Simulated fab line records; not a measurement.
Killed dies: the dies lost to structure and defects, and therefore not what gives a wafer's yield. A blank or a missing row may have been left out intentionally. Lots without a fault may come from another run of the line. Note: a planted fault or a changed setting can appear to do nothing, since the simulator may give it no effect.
A lot that was struck, set against a sound lot / flow sky130 / 43 steps out of a route of 708
Sound: these wafers, L214.1, L214.3, L214.6. Struck: wafers L225.4, L225.5, L225.6. At the end, the cause is stated.
Order at every step that has rows: each side's tool, ch and its chambers, its first start. Under that, the readings that differ: sound wafers / struck wafers / difference of the means / sigmas: that difference in standard deviations of wafers without a fault.
alike: words and numbers the same on both sides, and readings whose means are apart by under 2 such deviations; not compared: readings that were withheld, readings missing a value for some wafer, numbers with overlapping values and no deviation given by the record, and bounds like >300 which may hide the same value.
A row with sigmas, a row that says differs or no value, or rows on one side alone: a step with any of these is where the two part. Numbers that don't overlap but have no deviation are shown without sigmas and don't part them. A reading missing from all wafers of one side parts the sides only when that side holds two or more wafers.

SKY_CAP2M_THK_MEAS_04: measures by xrf.
  sound on film-metro-01, day 39 10:03; struck on film-metro-02, day 43 22:58
  alike: CAP2M_TIN_THK
then, 7 steps without rows for these wafers: SKY_CAP2M_DEHYDRATE_05 (time 60 s); SKY_CAP2M_HMDS_06 (prime time 60 s); SKY_CAP2M_COAT_07 (resist thk 1140 nm); SKY_CAP2M_SOFTBAKE_08 (time 60 s); SKY_CAP2M_EXPOSE_09 (exposes mask CAP2M, target cd 1000 nm); SKY_CAP2M_PEB_10; SKY_CAP2M_DEVELOP_11 (develop time 60 s).
SKY_CAP2M_OVL_MEAS_12:
  sound on overlay-01, day 40 09:35; struck on overlay-01, day 44 20:42
reading=CAP2M_OVL (nm); sound=-0.8 -1.5 -0.8; struck=1.3 3.4 2.9; difference=+3.6; sigmas=+2
then, 1 step without rows for these wafers: SKY_CAP2M_METAL_ETCH_13 (etches TiN in Cl2/BCl3, stops on SiO2, target depth 220 nm, time 62.9 s).
SKY_CAP2M_STRIP_14: strips in O2/N2.
  sound on plasma-asher-04 ch 1, day 40 09:42; struck on plasma-asher-04 ch 0,1, day 44 20:55
reading=strip-time-to-endpoint-s (s); sound=12.60 12.58 12.60; struck=12.68 12.70 12.73; difference=+0.11; sigmas=+2
  alike: drypump-motor-current-A, oes-product-au
  not compared: rf-hours-counter-h
then, 1 step without rows for these wafers: SKY_CAP2M_STRIP_15 (strips in post etch residue remover, time 1200 s).
SKY_CAP2M_CLEAN_16: cleans in IPA, time 180 s.
  sound on wet-bench-01 ch 1, day 40 10:10; struck on wet-bench-04 ch 3, day 44 21:21
then, 9 steps without rows for these wafers: SKY_CAP2M_CLEAN_17 (cleans in O3/DIW); SKY_METAL4_DEHYDRATE_05 (time 60 s); SKY_METAL4_HMDS_06 (prime time 60 s); SKY_METAL4_COAT_07 (resist thk 60 nm); SKY_METAL4_COAT_08 (resist thk 1140 nm); SKY_METAL4_SOFTBAKE_09 (time 90 s); SKY_METAL4_EXPOSE_10 (exposes mask MM4, target cd 300 nm); SKY_METAL4_PEB_11; SKY_METAL4_DEVELOP_12 (develop time 60 s).
SKY_METAL4_CD_MEAS_13: target cd 300 nm.
  sound on cd-sem-01, day 41 10:32; struck on cd-sem-01, day 45 16:49
  alike: cd-nm
SKY_METAL4_OVL_MEAS_14:
  sound on overlay-01, day 41 10:39; struck on overlay-01, day 45 16:54
  alike: METAL4_OVL
SKY_METAL4_DESCUM_15: chemistry O2, time 8 s.
  sound on rie-metal-04 ch 0, day 41 10:41; struck on rie-metal-01 ch 0,1, day 45 16:55
  alike: drypump-motor-current-A, oes-product-au
  not compared: rf-hours-counter-h
SKY_METAL4_ETCH_16: etches BARC in N2/H2, stops on SiO2, time 88.2 s, target depth 60 nm.
  sound on rie-metal-04 ch 0, day 41 10:44; struck on rie-metal-01 ch 0,1, day 45 16:59
  alike: drypump-motor-current-A, oes-product-au, throttle-valve-pct
  not compared: rf-hours-counter-h
then, 2 steps without rows for these wafers: SKY_METAL4_ETCH_17 (etches SiO2 in C4F8/O2/Ar, stops on TiN, time 3.9 s, target depth 15 nm); SKY_METAL4_METAL_ETCH_18 (etches the open film in Cl2/BCl3, stops on SiO2, target depth 845 nm, time 183.1 s).
SKY_METAL4_STRIP_19: strips in O2/N2.
  sound on plasma-asher-02 ch 0,1, day 41 11:04; struck on plasma-asher-02 ch 0,1, day 45 17:16
reading=oes-product-au (a.u.); sound=0.511 0.512 0.508; struck=0.502 0.499 0.490; difference=-0.013; sigmas=-2
reading=strip-time-to-endpoint-s (s); sound=6.65 6.67 6.71; struck=6.53 6.51 6.35; difference=-0.21; sigmas=-3
  alike: drypump-motor-current-A
  not compared: rf-hours-counter-h
then, 4 steps without rows for these wafers: SKY_METAL4_STRIP_20 (strips in post etch residue remover, time 1200 s); SKY_METAL4_CLEAN_21 (cleans in IPA, time 180 s); SKY_METAL4_CLEAN_22 (cleans in O3/DIW); SKY_VIA4_HDPCVD_00 (deposits SiO2, target thk 1750 nm, time 291.7 s).
SKY_VIA4_THK_MEAS_01:
  sound on film-metro-02, day 41 12:11; struck on film-metro-02, day 45 18:40
  alike: VIA4_HDPCVD_THK
SKY_VIA4_CMP_02: polishes SiO2.
  sound on cmp-01 ch 0,2,3, day 41 12:20; struck on cmp-02 ch 0,1,2, day 45 18:47
  alike: motor-current-A, retaining-ring-pressure-frac
SKY_VIA4_BOW_MEAS_03:
  sound on film-metro-04, day 41 12:32; struck on film-metro-02, day 45 19:03
  alike: VIA4_BOW
then, 6 steps without rows for these wafers: SKY_VIA4_DEHYDRATE_04 (time 60 s); SKY_VIA4_HMDS_05 (prime time 60 s); SKY_VIA4_COAT_06 (resist thk 1140 nm); SKY_VIA4_SOFTBAKE_07 (time 60 s); SKY_VIA4_EXPOSE_08 (exposes mask VIM4, target cd 800 nm); SKY_VIA4_PEB_09.
-- the record jumps here: 4 days lie between the struck wafers' starts before and after (it left off in module VIA4 and takes up again in module PAD_OPEN, whose first step shown is number 708 of the route) --
SKY_PAD_OPEN_PROBE_99:
  record: rows for the struck wafers here (prober-01, day 49 07:07), none for the sound ones

WHERE THEY PART
First at SKY_CAP2M_OVL_MEAS_12; last, within this record, at SKY_PAD_OPEN_PROBE_99.

WHY: whatever the simulator had introduced
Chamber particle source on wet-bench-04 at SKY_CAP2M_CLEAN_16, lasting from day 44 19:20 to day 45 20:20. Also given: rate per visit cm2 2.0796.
